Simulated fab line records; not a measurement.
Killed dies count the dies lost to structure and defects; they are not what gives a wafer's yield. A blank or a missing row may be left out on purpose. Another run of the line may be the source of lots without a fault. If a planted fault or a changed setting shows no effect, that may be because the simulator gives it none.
2 desks looking at one fault -- flow gf180mcu -- each desk holds nothing but its own numbers, with what lay behind them at the end

FOR THE TOOL OWNER'S DESK: implanter-02
The tool's own readings at GF_NWELL_IMPLANT_09, given as means over the sampled wafers that have a number, one for each lot that went through this tool. Marked OUT: a lot whose mean sits more than 4 standard deviations from the usual mean, which makes it out of limits; the brackets give that distance.
Columns: A = beam_energy_keV at GF_NWELL_IMPLANT_09, usual 160.00; B = beam_on_s at GF_NWELL_IMPLANT_09, usual 9.99 s; C = tilt_deg at GF_NWELL_IMPLANT_09, usual -0.001 degrees
lot,first seen here,A,B,C
L281,day 4 09:01,160.01,10.06,-0.026
L284,day 5 03:14,160.02,9.92,0.003
L286,day 5 08:50,160.05,9.83,0.002
L290,day 6 03:49,159.98,9.86,-0.015
L293,day 6 20:34,174.15 (+99 or more) OUT,10.03,0.009
L296,day 7 11:05,174.14 (+99 or more) OUT,10.00,0.004
This desk's verdict: out of limits on L293, L296, starting with L293 at day 6 20:34 (beam_energy_keV at GF_NWELL_IMPLANT_09). L281, L284, L286, L290: within limits.

METROLOGY DESK
Lot by lot, what the gauges showed, no matter which tool ran the lot: averages of those sampled wafers that carry a number. Marked OUT: a lot whose mean sits more than 4 standard deviations from the usual mean, which makes it out of limits; the brackets give that distance.
Columns: A = VT_IMPLANT_03_OVL at GF_VT_IMPLANT_OVL_MEAS_40, usual -0.6 nm
lot,first seen here,A
L278,day 7 09:11,-0.1
L279,day 7 15:44,-1.2
L281,day 8 19:04,-1.4
L284,day 9 19:01,0.6
L286,day 10 00:10,-2.1
L285,day 10 01:16,1.2
L287,day 10 13:23,-0.8
L288,day 10 17:52,-0.5
L289,day 10 20:20,-0.1
L290,day 11 01:55,-1.2
L293,day 11 22:10,0.3
L296,day 12 15:22,-0.6
L301,day 14 00:03,-1.7
Result from this desk: across the 13 lots, nothing is out of limits.

BROUGHT TOGETHER
The tool owner's desk had the chance to raise an alarm at day 6 20:34 on L293, L296.
From the metrology desk's view, nothing was out of limits.
The metrology desk holds a record of L293, L296, inside its limits.
All the named lots went through GF_NWELL_IMPLANT_09 on implanter-02.

WHAT HAD BEEN PUT IN BY THE SIMULATOR
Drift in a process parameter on implanter-02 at GF_NWELL_IMPLANT_09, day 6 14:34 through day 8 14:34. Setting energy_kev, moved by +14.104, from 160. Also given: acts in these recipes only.
Shown lots that were struck: L293, L296.
Hours from the fault's start to each desk's first reading out of limits: the tool owner's desk, 6.
